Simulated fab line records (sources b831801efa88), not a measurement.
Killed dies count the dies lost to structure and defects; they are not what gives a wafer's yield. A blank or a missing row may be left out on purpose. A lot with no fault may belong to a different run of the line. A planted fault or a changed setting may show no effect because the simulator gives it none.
Which of the tools did it? | flow sky130 | 12 lots with 36 wafers sampled at 4 steps, on a route of 708 steps

== WHAT THE GAUGES READ, wafer by wafer ==
SKY_POLY_GATE_CD_MEAS_13 targets a cd of 150 nm. Usual: cd_nm reads 150.1 nm (standard deviation 1.2).
lot  | measured     | on        | cd_nm (nm)                          | flag
L266 | day 15 19:14 | cd_sem-02 | 149.2 150.1 150.4                   |
L267 | day 16 07:39 | cd_sem-01 | 151.1 151.0 150.4                   |
L269 | day 17 04:29 | cd_sem-01 | 159.8 161.8 161.9 159.8 161.7 161.8 | OFF
L271 | day 18 13:03 | cd_sem-02 | 150.7 152.4 153.1                   |
L280 | day 21 10:34 | cd_sem-02 | 151.0 150.6 151.1                   |
L283 | day 22 06:05 | cd_sem-01 | 149.6 149.6 148.7                   |
L282 | day 22 11:35 | cd_sem-01 | 149.7 150.0 150.6                   |
L284 | day 23 00:06 | cd_sem-02 | 151.5 150.6 150.1                   |
L286 | day 24 09:04 | cd_sem-02 | 150.9 151.0 150.9                   |
L287 | day 25 02:14 | cd_sem-01 | 148.6 149.1 147.9                   |
L288 | day 25 03:50 | cd_sem-02 | 148.6 148.9 147.9                   |
L289 | day 25 10:16 | cd_sem-02 | 150.0 148.9 150.1                   |

SKY_LI_CONTACT_CD_MEAS_12 targets a cd of 170 nm. Usual: cd_nm reads 169.8 nm (standard deviation 1.8).
lot  | measured     | on        | cd_nm (nm)        | flag
L266 | day 28 10:13 | cd_sem-02 | 172.6 172.3 172.6 |
L267 | day 28 23:47 | cd_sem-02 | 171.3 171.1 170.2 |
L269 | day 29 19:26 | cd_sem-02 | 168.6 170.2 168.3 |
L271 | day 31 01:27 | cd_sem-02 | 170.9 170.3 170.3 |
L280 | day 33 11:55 | cd_sem-01 | 169.0 167.1 167.3 |
L283 | day 34 21:23 | cd_sem-02 | 167.9 168.3 168.3 |
L282 | day 34 21:03 | cd_sem-01 | 170.6 170.7 169.4 |
L284 | day 34 23:35 | cd_sem-02 | 166.0 167.8 166.7 |
L286 | day 36 01:37 | cd_sem-01 | 164.5 165.0 164.8 |
L287 | day 36 20:34 | cd_sem-01 | 169.2 169.3 169.5 |
L288 | day 36 20:16 | cd_sem-02 | 170.5 172.0 170.6 |
L289 | day 37 00:44 | cd_sem-01 | 168.9 169.6 169.2 |

SKY_LOCAL_INTERCONNECT_RS_MEAS_01: uses a four-point probe to measure. Usual: for LOCAL_INTERCONNECT_TIN_RS the level is 14.12 ohm/sq and the standard deviation is 0.17.
lot  | measured     | on            | LOCAL_INTERCONNECT_TIN_RS (ohm/sq) | flag
L266 | day 28 11:36 | film_metro-04 | 14.11 14.12 14.12                  |
L267 | day 29 01:10 | film_metro-02 | 14.14 13.99 14.21                  |
L269 | day 29 20:50 | film_metro-03 | 14.30 14.13 13.99                  |
L271 | day 31 03:06 | film_metro-03 | 14.13 13.96 14.15                  |
L280 | day 33 13:18 | film_metro-02 | 14.36 14.33 14.33                  |
L283 | day 34 22:47 | film_metro-03 | 13.75 13.98 14.05                  |
L282 | day 34 22:27 | film_metro-02 | 14.30 14.07 14.39                  |
L284 | day 35 00:58 | film_metro-04 | 14.16 13.98 13.97                  |
L286 | day 36 03:23 | film_metro-03 | 14.36 14.13 14.31                  |
L287 | day 36 21:57 | film_metro-02 | 14.19 14.18 14.46                  |
L288 | day 36 21:40 | film_metro-03 | 14.03 13.76 13.99                  |
L289 | day 37 02:07 | film_metro-02 | 14.14 13.94 14.19                  |

== WHAT TOOL EACH LOT RAN ON (gives the tool, then ch and the chambers of the sampled wafers, and finally the start) ==
lot  | SKY_POLY_GATE_EXPOSE_10
L266 | krf_scanner-02 ch 0, day 15 05:31
L267 | krf_scanner-01 ch 0, day 15 18:25
L269 | krf_scanner-01 ch 0, day 16 14:46
L271 | krf_scanner-02 ch 0, day 17 22:42
L280 | krf_scanner-01 ch 0, day 20 19:18
L283 | krf_scanner-01 ch 0, day 21 15:07
L282 | krf_scanner-01 ch 0, day 21 20:36
L284 | krf_scanner-01 ch 0, day 22 09:11
L286 | krf_scanner-01 ch 0, day 23 18:48
L287 | krf_scanner-02 ch 0, day 24 11:48
L288 | krf_scanner-02 ch 0, day 24 13:34
L289 | krf_scanner-02 ch 0, day 24 19:34
- SKY_POLY_GATE_EXPOSE_10: exposes mask P1M, target cd 150 nm.

== WHAT THE TOOLS THEMSELVES READ (means of the sampled wafers that have a number; where no wafer has one, the mark that the record gives instead) ==
SKY_POLY_GATE_EXPOSE_10. Usual: stage_vel_mm_s 500.02 mm/s, standard deviation 0.27.
lot  | tool           | stage_vel_mm_s (mm/s) | flag
L266 | krf_scanner-02 | 500.37                |
L267 | krf_scanner-01 | 500.00                |
L269 | krf_scanner-01 | 500.16                |
L271 | krf_scanner-02 | 500.32                |
L280 | krf_scanner-01 | 500.24                |
L283 | krf_scanner-01 | 499.82                |
L282 | krf_scanner-01 | 499.83                |
L284 | krf_scanner-01 | 499.89                |
L286 | krf_scanner-01 | 499.71                |
L287 | krf_scanner-02 | 500.06                |
L288 | krf_scanner-02 | 499.75                |
L289 | krf_scanner-02 | 500.15                |

== THE ANSWER, worked out from the rows above alone ==
Rule: lot off if the mean of its wafers having a number is beyond 3 standard deviations from the usual mean. Also off: a lot with no number at a reading for which 4 or more lots have one. Any other lot the step has rows for is counted as sound. Order of review: gauges by route order, followed by the tools' own readings, for which a lot's mean as printed above is used. At the first step where some lot is off, the reading lying furthest off is the one used; lots without a number count as furthest.
Off at SKY_POLY_GATE_CD_MEAS_13 (cd_nm): L269.
If a tool, at a process step before that reading, ran all the lots that are off and no sound lot after the first of them, it fits. Those tools and the gauges at SKY_POLY_GATE_CD_MEAS_13 are tried in the same way. None of those tried fits.

== WHAT HAD BEEN PUT IN BY THE SIMULATOR ==
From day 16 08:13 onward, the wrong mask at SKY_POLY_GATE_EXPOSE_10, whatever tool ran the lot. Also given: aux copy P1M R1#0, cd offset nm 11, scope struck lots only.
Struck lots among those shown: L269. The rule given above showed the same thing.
